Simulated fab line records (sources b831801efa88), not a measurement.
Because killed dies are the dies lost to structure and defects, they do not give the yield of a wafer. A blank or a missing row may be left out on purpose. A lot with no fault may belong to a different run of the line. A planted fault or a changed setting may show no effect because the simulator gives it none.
fab line records + flow sky130
[record]
- lots = 14
- wafers = 42
- lastDay = 50
route steps=708 shown VIA2@527 CAPM@537
lots that met no fault: taken from a fault-free run of the same line
startH: hours from the record's first day to the start of the lot's first wafer shown + waitH: hours since the lot's step before + " the same as in the row above + L1.1+2: a row that stands for several wafers + - either no value or no given start + * or withheld: withheld + < > ~ a bound
route shown NAME@n: a module of which the file shows steps, and the number in the route of the first + usual: the fault-free wafers' mean and standard deviation + same: alike in all rows + chamber/n: place in a boat + sites: readings site by site + _std_site: standard deviation across them + _edge_site: inner sites' mean taken away from outer sites' mean + radiusMm: for every site, how far away it sits from the centre of the wafer + mask NAME#n: copy n + behind: the most recent tool/chamber to have shaped the wafer + hold: cause of the lot's hold/its duration in hours/its outcome + device: the n, p or np transistor that did not switch + end of line: the route-end tests of the same wafers + a step given without rows: its recipe and nothing more + killed: dies that structure and defects cost at the first sort, which is not the same as the wafer's yield + map: a wafer's dies, marking killed ones x, the rest . and places with no die _
set.NAME: the setting that was run; set.NAME@STEP: the one run at that earlier step + model.NAME: the simulator's own value behind a step, which no gauge read
one table for each step of the route and one row for each wafer, over a sample of lots
services: the hour from which a tool's chamber was out of use, counted from the record's first day as startH (under 0 if before that day), plus the number of hours and why
[[steps]]
[step SKY_VIA2_SPUTTER_20]
[recipe]
- material = TiN
- targetThkNm = 20
- chamberPressurePa = 5
- powerW = 4000
- timeS = 80
[usual]
- cathodeDcPowerW = 4000.0/0.72
- throttleValvePct = 30.1/1.5
| lot.wafer | tool          | chamber | startH  | waitH | cathodeDcPowerW | throttleValvePct |
|-----------|---------------|---------|---------|-------|-----------------|------------------|
| L990.2    | pvdSputter-04 | -       | 849.10  | 0.0   | 3999.3          | 30.3             |
| L990.3    | "             | -       | "       | "     | 3998.9          | 29.7             |
| L990.6    | "             | -       | "       | "     | 3999.8          | 27.7             |
| L991.2    | pvdSputter-04 | -       | 859.16  | 0.0   | 3999.1          | 30.0             |
| L991.4    | "             | -       | "       | "     | 4000.4          | 27.4             |
| L991.6    | "             | -       | "       | "     | 4000.1          | 27.7             |
| L992.2    | pvdSputter-03 | -       | 872.23  | 0.0   | 4001.3          | 28.8             |
| L992.4    | "             | -       | "       | "     | 3999.7          | 29.0             |
| L992.6    | "             | -       | "       | "     | 4000.2          | 31.7             |
| L994.2    | pvdSputter-02 | -       | 885.90  | 0.0   | 4001.2          | 30.4             |
| L994.3    | "             | -       | "       | "     | 3999.9          | 29.9             |
| L994.6    | "             | -       | "       | "     | 4000.3          | 33.8             |
| L997.1    | pvdSputter-03 | -       | 907.56  | 0.0   | 3998.0          | 28.5             |
| L997.2    | "             | -       | "       | "     | 4001.4          | 28.9             |
| L997.3    | "             | -       | "       | "     | 3998.9          | 30.8             |
| L998.1    | pvdSputter-04 | -       | 917.20  | 0.0   | 4000.8          | 29.6             |
| L998.2    | "             | -       | "       | "     | 4000.0          | 29.9             |
| L998.6    | "             | -       | "       | "     | 4000.0          | 30.2             |
| L103.1    | pvdSputter-03 | -       | 957.98  | 0.0   | 3999.0          | 28.4             |
| L103.3    | "             | -       | "       | "     | 3998.8          | 30.9             |
| L103.6    | "             | -       | "       | "     | 3999.8          | 28.4             |
| L105.3    | pvdSputter-04 | -       | 974.03  | 0.0   | 4000.6          | 27.4             |
| L105.5    | "             | -       | "       | "     | 3999.8          | 30.3             |
| L105.6    | "             | -       | "       | "     | 3999.8          | 27.4             |
| L106.2    | pvdSputter-02 | -       | 987.18  | 0.0   | 4000.7          | 30.0             |
| L106.3    | "             | -       | "       | "     | 4000.0          | 30.7             |
| L106.5    | "             | -       | "       | "     | 3999.8          | 33.7             |
| L107.2    | pvdSputter-04 | -       | 988.27  | 0.0   | 3998.4          | 29.5             |
| L107.3    | "             | -       | "       | "     | 3999.1          | 29.5             |
| L107.6    | "             | -       | "       | "     | 4001.6          | 27.5             |
| L108.2    | pvdSputter-03 | -       | 994.36  | 0.0   | 4000.9          | 29.5             |
| L108.5    | "             | -       | "       | "     | 3999.4          | 28.3             |
| L108.6    | "             | -       | "       | "     | 4000.3          | 31.6             |
| L109.1    | pvdSputter-02 | -       | 995.28  | 0.0   | 4000.7          | 30.3             |
| L109.4    | "             | -       | "       | "     | 4000.3          | 30.0             |
| L109.5    | "             | -       | "       | "     | 3999.0          | 30.5             |
| L110.2    | pvdSputter-03 | -       | 1001.15 | 0.0   | 4001.0          | 29.0             |
| L110.4    | "             | -       | "       | "     | 3999.3          | 31.8             |
| L110.5    | "             | -       | "       | "     | 4001.0          | 30.5             |
| L111.1    | pvdSputter-04 | -       | 1011.45 | 0.0   | 4000.6          | 29.8             |
| L111.5    | "             | -       | "       | "     | 3999.6          | 29.7             |
| L111.6    | "             | -       | "       | "     | 4001.5          | 30.3             |
[step SKY_CAPM_CVD_00]
[recipe]
- material = SiO2
- targetThkNm = 15.5
- tempC = 400
- timeS = withheld
- rfW = 450
[usual]
- heaterPowerOuterW = 474/96
- heaterPowerW = 787/130
| lot.wafer | tool     | chamber | startH  | waitH | heaterPowerOuterW | heaterPowerW |
|-----------|----------|---------|---------|-------|-------------------|--------------|
| L990.2    | pecvd-03 | 0       | 849.93  | 0.0   | 564               | 865          |
| L990.3    | "        | 2       | "       | "     | 429               | 707          |
| L990.6    | "        | 2       | "       | "     | 421               | 693          |
| L991.2    | pecvd-01 | 2       | 860.11  | 0.0   | 548               | 905          |
| L991.4    | "        | 0       | "       | "     | 395               | 693          |
| L991.6    | "        | 2       | "       | "     | 532               | 876          |
| L992.2    | pecvd-03 | 1       | 873.06  | 0.0   | 666               | 1046         |
| L992.4    | "        | 0       | "       | "     | 498               | 789          |
| L992.6    | "        | 2       | "       | "     | 415               | 677          |
| L994.2    | pecvd-01 | 0       | 886.75  | 0.0   | 438               | 767          |
| L994.3    | "        | 0       | "       | "     | 441               | 785          |
| L994.6    | "        | 0       | "       | "     | 442               | 766          |
| L997.1    | pecvd-04 | 0       | 908.62  | 0.0   | -                 | -            |
| L997.2    | "        | 1       | "       | "     | -                 | -            |
| L997.3    | "        | 2       | "       | "     | -                 | -            |
| L998.1    | pecvd-01 | 1       | 918.03  | 0.0   | -                 | -            |
| L998.2    | "        | 2       | "       | "     | -                 | -            |
| L998.6    | "        | 0       | "       | "     | -                 | -            |
| L103.1    | pecvd-01 | 0       | 958.80  | 0.0   | 391               | 704          |
| L103.3    | "        | 1       | "       | "     | 447               | 737          |
| L103.6    | "        | 2       | "       | "     | 526               | 891          |
| L105.3    | pecvd-01 | 2       | 974.85  | 0.0   | 464               | 805          |
| L105.5    | "        | 1       | "       | "     | 411               | 700          |
| L105.6    | "        | 2       | "       | "     | 474               | 803          |
| L106.2    | pecvd-04 | 0       | 988.06  | 0.0   | 361               | 597          |
| L106.3    | "        | 2       | "       | "     | 434               | 712          |
| L106.5    | "        | 0       | "       | "     | 370               | 608          |
| L107.2    | pecvd-01 | 2       | 989.12  | 0.0   | 551               | 913          |
| L107.3    | "        | 1       | "       | "     | 336               | 644          |
| L107.6    | "        | 0       | "       | "     | 383               | 671          |
| L108.2    | pecvd-03 | 1       | 995.25  | 0.0   | 707               | 1107         |
| L108.5    | "        | 0       | "       | "     | 576               | 899          |
| L108.6    | "        | 2       | "       | "     | 394               | 637          |
| L109.1    | pecvd-04 | 0       | 996.10  | 0.0   | 384               | 634          |
| L109.4    | "        | 2       | "       | "     | 441               | 704          |
| L109.5    | "        | 0       | "       | "     | 383               | 608          |
| L110.2    | pecvd-03 | 0       | 1001.98 | 0.0   | 540               | 858          |
| L110.4    | "        | 0       | "       | "     | 540               | 848          |
| L110.5    | "        | 2       | "       | "     | 445               | 717          |
| L111.1    | pecvd-01 | 2       | 1012.27 | 0.0   | 557               | 892          |
| L111.5    | "        | 2       | "       | "     | 562               | 914          |
| L111.6    | "        | 0       | "       | "     | 381               | 698          |
[step SKY_CAPM_SPUTTER_02]
[recipe]
- material = TiN
- targetThkNm = 200
- tempC = 300
- powerW = 6500
- timeS = 166.7
- chamberPressurePa = 0.4
[usual]
- cathodeDcPowerW = 6499.8/1.1
- throttleValvePct = 30.0/1.2
| lot.wafer | tool          | chamber | startH  | waitH | cathodeDcPowerW | throttleValvePct |
|-----------|---------------|---------|---------|-------|-----------------|------------------|
| L990.2    | pvdSputter-03 | -       | 850.01  | 0.0   | 6500.7          | 28.4             |
| L990.3    | "             | -       | "       | "     | 6498.9          | 29.0             |
| L990.6    | "             | -       | "       | "     | 6501.2          | 31.6             |
| L991.2    | pvdSputter-03 | -       | 860.20  | 0.0   | 6499.5          | 31.7             |
| L991.4    | "             | -       | "       | "     | 6502.0          | 30.8             |
| L991.6    | "             | -       | "       | "     | 6499.3          | 30.9             |
| L992.2    | pvdSputter-03 | -       | 873.14  | 0.0   | 6499.9          | 30.7             |
| L992.4    | "             | -       | "       | "     | 6500.1          | 31.7             |
| L992.6    | "             | -       | "       | "     | 6501.5          | 31.7             |
| L994.2    | pvdSputter-04 | -       | 886.84  | 0.0   | 6499.5          | 30.2             |
| L994.3    | "             | -       | "       | "     | 6498.6          | 29.7             |
| L994.6    | "             | -       | "       | "     | 6500.6          | 30.6             |
| L997.1    | pvdSputter-03 | -       | 908.70  | 0.1   | 6500.3          | 29.1             |
| L997.2    | "             | -       | "       | "     | 6498.5          | 31.7             |
| L997.3    | "             | -       | "       | "     | 6499.3          | 30.8             |
| L998.1    | pvdSputter-03 | -       | 918.11  | 0.1   | 6500.5          | 31.6             |
| L998.2    | "             | -       | "       | "     | 6500.6          | 30.8             |
| L998.6    | "             | -       | "       | "     | 6498.9          | 30.7             |
| L103.1    | pvdSputter-01 | -       | 958.89  | 0.1   | 6500.2          | 30.7             |
| L103.3    | "             | -       | "       | "     | 6499.4          | 31.5             |
| L103.6    | "             | -       | "       | "     | 6498.8          | 31.0             |
| L105.3    | pvdSputter-03 | -       | 974.94  | 0.0   | 6500.6          | 28.5             |
| L105.5    | "             | -       | "       | "     | 6498.9          | 31.8             |
| L105.6    | "             | -       | "       | "     | 6499.8          | 28.5             |
| L106.2    | pvdSputter-03 | -       | 988.14  | 0.0   | 6499.2          | 31.7             |
| L106.3    | "             | -       | "       | "     | 6499.1          | 28.7             |
| L106.5    | "             | -       | "       | "     | 6500.0          | 29.2             |
| L107.2    | pvdSputter-04 | -       | 989.20  | 0.0   | 6499.8          | 27.5             |
| L107.3    | "             | -       | "       | "     | 6500.6          | 29.8             |
| L107.6    | "             | -       | "       | "     | 6500.8          | 29.5             |
| L108.2    | pvdSputter-01 | -       | 995.33  | 0.0   | 6497.2          | 29.3             |
| L108.5    | "             | -       | "       | "     | 6496.8          | 29.8             |
| L108.6    | "             | -       | "       | "     | 6499.7          | 31.0             |
| L109.1    | pvdSputter-03 | -       | 996.19  | 0.1   | 6499.8          | 29.2             |
| L109.4    | "             | -       | "       | "     | 6501.7          | 28.5             |
| L109.5    | "             | -       | "       | "     | 6500.0          | 29.0             |
| L110.2    | pvdSputter-03 | -       | 1002.06 | 0.0   | 6498.5          | 31.6             |
| L110.4    | "             | -       | "       | "     | 6499.2          | 28.4             |
| L110.5    | "             | -       | "       | "     | 6500.5          | 28.8             |
| L111.1    | pvdSputter-01 | -       | 1012.35 | 0.1   | 6500.1          | 31.4             |
| L111.5    | "             | -       | "       | "     | 6499.8          | 31.3             |
| L111.6    | "             | -       | "       | "     | 6501.5          | 29.6             |
[step SKY_CAPM_METAL_ETCH_13]
[recipe]
- targetDepthNm = 220
- stopOn = SiO2
- chemistry = Cl2/BCl3
- target = TiN
- pressureMtorr = 10
- icpW = 900
- biasW = 48.5
- Cl2_flow_sccm = 60
- bcl3FlowSccm = 30
- timeS = 62.9
[usual]
- drypumpMotorCurrentA = 5.7/0.38
- heBacksideLeakSccm = 3.42/0.28
- oesProductAu = 0.939/0.007
- throttleValvePct = 21.902/0.0094
| lot.wafer | tool        | chamber | startH  | waitH | drypumpMotorCurrentA | heBacksideLeakSccm | oesProductAu | rfHoursCounterH | throttleValvePct |
|-----------|-------------|---------|---------|-------|----------------------|--------------------|--------------|-----------------|------------------|
| L990.2    | rieMetal-03 | 1       | 876.18  | 0.0   | 6.0                  | 3.69               | 0.941        | -               | 21.901           |
| L990.3    | "           | 1       | "       | "     | 6.0                  | 3.33               | 0.934        | -               | 21.906           |
| L990.6    | "           | 1       | "       | "     | 5.9                  | 3.55               | 0.934        | -               | 21.910           |
| L991.2    | rieMetal-01 | 1       | 885.71  | 0.0   | 5.2                  | 3.32               | 0.941        | -               | 21.901           |
| L991.4    | "           | 1       | "       | "     | 5.3                  | 3.50               | 0.929        | -               | 21.904           |
| L991.6    | "           | 1       | "       | "     | 5.3                  | 3.31               | 0.936        | -               | 21.910           |
| L992.2    | rieMetal-01 | 1       | 898.54  | 0.0   | 5.3                  | 3.55               | 0.938        | -               | 21.910           |
| L992.4    | "           | 1       | "       | "     | 5.3                  | 3.41               | 0.941        | -               | 21.907           |
| L992.6    | "           | 1       | "       | "     | 5.3                  | 3.50               | 0.933        | -               | 21.906           |
| L994.2    | rieMetal-01 | 0       | 912.26  | 0.0   | 6.4                  | 5.45               | 0.927        | 1               | 21.917           |
| L994.3    | "           | 0       | "       | "     | 6.4                  | 3.50               | 0.938        | -               | 21.901           |
| L994.6    | "           | 1       | "       | "     | 5.2                  | 3.37               | 0.939        | -               | 21.902           |
| L997.1    | rieMetal-02 | 0       | 933.86  | 0.0   | 5.7                  | 3.20               | 0.942        | 9               | 21.908           |
| L997.2    | "           | 1       | "       | "     | 5.4                  | 2.87               | 0.942        | 5               | 21.910           |
| L997.3    | "           | 1       | "       | "     | 5.4                  | 3.33               | 0.942        | -               | 21.893           |
| L998.1    | rieMetal-03 | 0       | 942.51  | 0.0   | 5.7                  | 3.70               | 0.940        | 2               | 21.911           |
| L998.2    | "           | 1       | "       | "     | 6.0                  | 3.15               | 0.941        | 15              | 21.891           |
| L998.6    | "           | 0       | "       | "     | 5.7                  | 3.66               | 0.939        | -               | 21.904           |
| L103.1    | rieMetal-02 | 0       | 982.89  | 0.0   | 5.7                  | 3.32               | 0.937        | 11              | 21.906           |
| L103.3    | "           | 0       | "       | "     | 5.7                  | 3.20               | 0.937        | -               | 21.905           |
| L103.6    | "           | 0       | "       | "     | 5.7                  | 3.33               | 0.937        | -               | 21.895           |
| L105.3    | rieMetal-01 | 1       | 998.08  | 0.0   | 5.3                  | 3.77               | 0.926        | -               | 21.899           |
| L105.5    | "           | 0       | "       | "     | 6.4                  | 3.45               | 0.939        | -               | 21.903           |
| L105.6    | "           | 1       | "       | "     | 5.3                  | 3.46               | 0.928        | -               | 21.913           |
| L106.2    | rieMetal-02 | 1       | 1011.11 | 0.0   | 5.4                  | 3.31               | 0.947        | 9               | 21.902           |
| L106.3    | "           | 1       | "       | "     | 5.4                  | 3.39               | 0.936        | -               | 21.878           |
| L106.5    | "           | 1       | "       | "     | 5.4                  | 3.39               | 0.939        | -               | 21.908           |
| L107.2    | rieMetal-02 | 1       | 1012.44 | 0.0   | 5.4                  | 3.18               | 0.939        | 9               | 21.910           |
| L107.3    | "           | 1       | "       | "     | 5.4                  | 3.08               | 0.941        | -               | 21.886           |
| L107.6    | "           | 0       | "       | "     | 5.7                  | 4.04               | 0.944        | -               | 21.895           |
| L108.2    | rieMetal-01 | 1       | 1018.39 | 0.0   | 5.2                  | 3.36               | 0.939        | 18              | 21.906           |
| L108.5    | "           | 0       | "       | "     | 6.4                  | 3.44               | 0.943        | -               | 21.901           |
| L108.6    | "           | 1       | "       | "     | 5.2                  | 3.14               | 0.951        | -               | 21.900           |
| L109.1    | rieMetal-03 | 0       | 1019.61 | 0.0   | 5.7                  | 3.40               | 0.942        | 6               | 21.896           |
| L109.4    | "           | 0       | "       | "     | 5.7                  | 3.25               | 0.945        | -               | 21.912           |
| L109.5    | "           | 1       | "       | "     | 6.0                  | 3.37               | 0.946        | -               | 21.893           |
| L110.2    | rieMetal-01 | 1       | 1024.81 | 0.0   | 5.3                  | 3.60               | 0.927        | 18              | 21.905           |
| L110.4    | "           | 0       | "       | "     | 6.4                  | 3.53               | 0.925        | -               | 21.912           |
| L110.5    | "           | 1       | "       | "     | 5.3                  | 3.67               | 0.936        | -               | 21.907           |
| L111.1    | rieMetal-01 | 1       | 1034.54 | 0.0   | 5.2                  | 3.30               | 0.941        | 19              | 21.894           |
| L111.5    | "           | 0       | "       | "     | 6.4                  | 3.49               | 0.935        | -               | 21.910           |
| L111.6    | "           | 1       | "       | "     | 5.3                  | 3.67               | 0.927        | -               | 21.913           |
[[services]]
| tool          | chamber | startH  | hours | kind          |
|---------------|---------|---------|-------|---------------|
| pvdSputter-01 | -       | 841.57  | 7.9   | repair        |
| rieMetal-01   | 1       | 843.33  | 21.0  | repair        |
| pecvd-01      | -       | 847.94  | 1.3   | repair        |
| rieMetal-01   | 0       | 853.15  | 2.4   | repair        |
| rieMetal-03   | -       | 867.03  | 2.8   | pm            |
| pecvd-01      | 0       | 871.40  | 2.1   | scheduledDown |
| pvdSputter-03 | -       | 877.83  | 0.5   | repair        |
| rieMetal-01   | 0       | 882.20  | -     | clean         |
| rieMetal-01   | 0       | 882.20  | 17.2  | scheduledDown |
| pecvd-01      | 1       | 883.19  | 12.8  | repair        |
| rieMetal-02   | -       | 895.13  | 0.8   | repair        |
| pecvd-03      | -       | 907.96  | 14.6  | pm            |
| pvdSputter-03 | -       | 929.30  | 0.9   | repair        |
| pvdSputter-02 | -       | 935.83  | 12.5  | repair        |
| rieMetal-02   | -       | 952.85  | 4.0   | pm            |
| rieMetal-02   | -       | 961.40  | 1.2   | repair        |
| rieMetal-01   | -       | 965.96  | 0.9   | repair        |
| rieMetal-03   | 1       | 969.11  | 5.6   | repair        |
| pvdSputter-03 | -       | 1006.96 | 2.2   | repair        |
| pecvd-04      | 2       | 1008.41 | 14.3  | repair        |
| rieMetal-01   | 0       | 1011.47 | 2.8   | repair        |
| rieMetal-02   | -       | 1020.28 | 28.1  | pm            |
| pvdSputter-02 | -       | 1027.40 | 8.6   | repair        |
| rieMetal-03   | 1       | 1027.71 | 3.4   | repair        |
[[key]]
[firstSign]
- step = SKY_CAPM_CVD_00
- reading = toolRecord
- direction = missing
effect none on later readings
metAt SKY_CAPM_CVD_00
struckLots L997,L998
laterRowsLeftOut L997.1,L997.2,L997.3,L998.1,L998.2,L998.6
sortLeftOut L997.1,L997.2,L997.3,L998.1,L998.2,L998.6
notActingAt SKY_VIA2_SPUTTER_20,SKY_CAPM_SPUTTER_02,SKY_CAPM_METAL_ETCH_13
onsetBetween 886.75 908.62
[fault]
- kind = skippedStepWhole
- tool = pecvd-01,pecvd-04
- chamber = -
- onsetH = 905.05
- steps = SKY_CAPM_CVD_00
- scope = struckLotsOnly
// sortLeftOut: the simulated sort isn't trusted on such a fault, so these wafers' sort isn't shown, and their yield isn't known
// laterRowsLeftOut: the simulator's readings of these wafers behind a module that went badly wrong aren't trusted and aren't shown, but for the sort
